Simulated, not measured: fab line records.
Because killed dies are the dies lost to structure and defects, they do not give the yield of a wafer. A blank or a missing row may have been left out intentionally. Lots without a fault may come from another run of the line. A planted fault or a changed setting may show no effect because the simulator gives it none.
2 desks, one fault || flow gf180mcu || what lay behind the numbers comes last; until then each desk has only its own

== THE METROLOGY DESK ==
What the gauges read for every lot (on any tool): the sampled wafers with a number, averaged. If a lot's mean is further than 4 standard deviations from the usual mean, the lot is out of limits and carries the mark OUT (the distance appears in the brackets).
Columns: A = M1_ALCU_RS at GF_M1_RS_MEAS_05, usual 0.0694 ohm/sq; B = M1_OVL at GF_M1_OVL_MEAS_15, usual 1 nm; C = V1_W_RS at GF_V1_RS_MEAS_24, usual 0.3288 ohm/sq; D = V1_W_THK at GF_V1_THK_MEAS_25, usual 356 nm
{"lot": "L448", "first seen here": "day 16 00:28", "A": 0.0699, "B": -2, "C": 0.3281, "D": 357}
{"lot": "L450", "first seen here": "day 16 15:52", "A": 0.0686, "B": 6, "C": 0.3246, "D": 361}
{"lot": "L451", "first seen here": "day 17 03:36", "A": 0.0686, "B": -1, "C": 0.3275, "D": 349}
{"lot": "L455", "first seen here": "day 18 20:21", "A": 0.0680, "B": 8, "C": 0.3281, "D": 352}
{"lot": "L457", "first seen here": "day 19 06:55", "A": 0.0695, "B": 3, "C": 0.3302, "D": 354}
{"lot": "L458", "first seen here": "day 20 07:32", "A": 0.0701, "B": 1, "C": 0.3334, "D": 359}
{"lot": "L460", "first seen here": "day 20 22:35", "A": 0.0691, "B": -10, "C": 0.3290, "D": 365}
{"lot": "L462", "first seen here": "day 21 14:17", "A": 0.0696, "B": 1, "C": 0.3274, "D": 366}
{"lot": "L467", "first seen here": "day 22 21:18", "A": 0.0699, "B": 3, "C": "0.3487 (+7.7) OUT", "D": "332 (-4.1) OUT"}
{"lot": "L469", "first seen here": "day 23 16:22", "A": 0.0688, "B": 5, "C": "0.3507 (+8.4) OUT", "D": "330 (-4.5) OUT"}
{"lot": "L471", "first seen here": "day 24 06:37", "A": 0.0691, "B": -4, "C": 0.3304, "D": 347}
Finding of this desk: L467, L469 out of limits, first seen on L467 at day 24 20:41 (V1_W_RS at GF_V1_RS_MEAS_24). Within limits: L448, L450, L451, L455, L457, L458, L460, L462, L471.

== THE TOOL OWNER'S DESK: cvd-w-01 ==
The tool's own readings at GF_V1_CVD_23 (deposits W, target thk 350 nm, time 105.05 s): means of the sampled wafers that have a number, for each lot that ran on this tool. If a lot's mean is further than 4 standard deviations from the usual mean, the lot is out of limits and carries the mark OUT (the distance appears in the brackets).
Columns: A = chamber-pressure-Torr at GF_V1_CVD_23, usual 39.98 Torr; B = heater-power-w at GF_V1_CVD_23, usual 836 W
{"lot": "L448", "first seen here": "day 18 00:26", "A": 39.97, "B": 847}
{"lot": "L451", "first seen here": "day 19 04:45", "A": 40.01, "B": 839}
{"lot": "L455", "first seen here": "day 20 23:18", "A": 39.91, "B": 850}
{"lot": "L457", "first seen here": "day 21 10:03", "A": 39.99, "B": 882}
{"lot": "L458", "first seen here": "day 22 09:43", "A": 40.01, "B": 847}
{"lot": "L467", "first seen here": "day 24 20:34", "A": "35.96 (-40) OUT", "B": 827}
{"lot": "L469", "first seen here": "day 25 14:29", "A": "35.97 (-40) OUT", "B": 828}
This desk's verdict: out of limits on L467, L469, starting with L467 at day 24 20:34 (chamber-pressure-Torr at GF_V1_CVD_23). Within limits: L448, L451, L455, L457, L458.

== BROUGHT TOGETHER ==
The tool owner's desk had the chance to raise an alarm at day 24 20:34 on L467, L469.
L467, L469 would have let the metrology desk raise an alarm at day 24 20:41.
All the named lots went through GF_V1_CVD_23 on cvd-w-01.

== WHAT THE SIMULATOR HAD PUT IN ==
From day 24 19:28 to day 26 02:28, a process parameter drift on cvd-w-01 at GF_V1_CVD_23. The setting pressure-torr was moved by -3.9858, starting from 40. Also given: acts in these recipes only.
Lots struck among those shown: L467, L469.
Delay (hours) between the fault's onset and each desk's first out-of-limits reading: 1 at the tool owner's desk, 1 at the metrology desk.
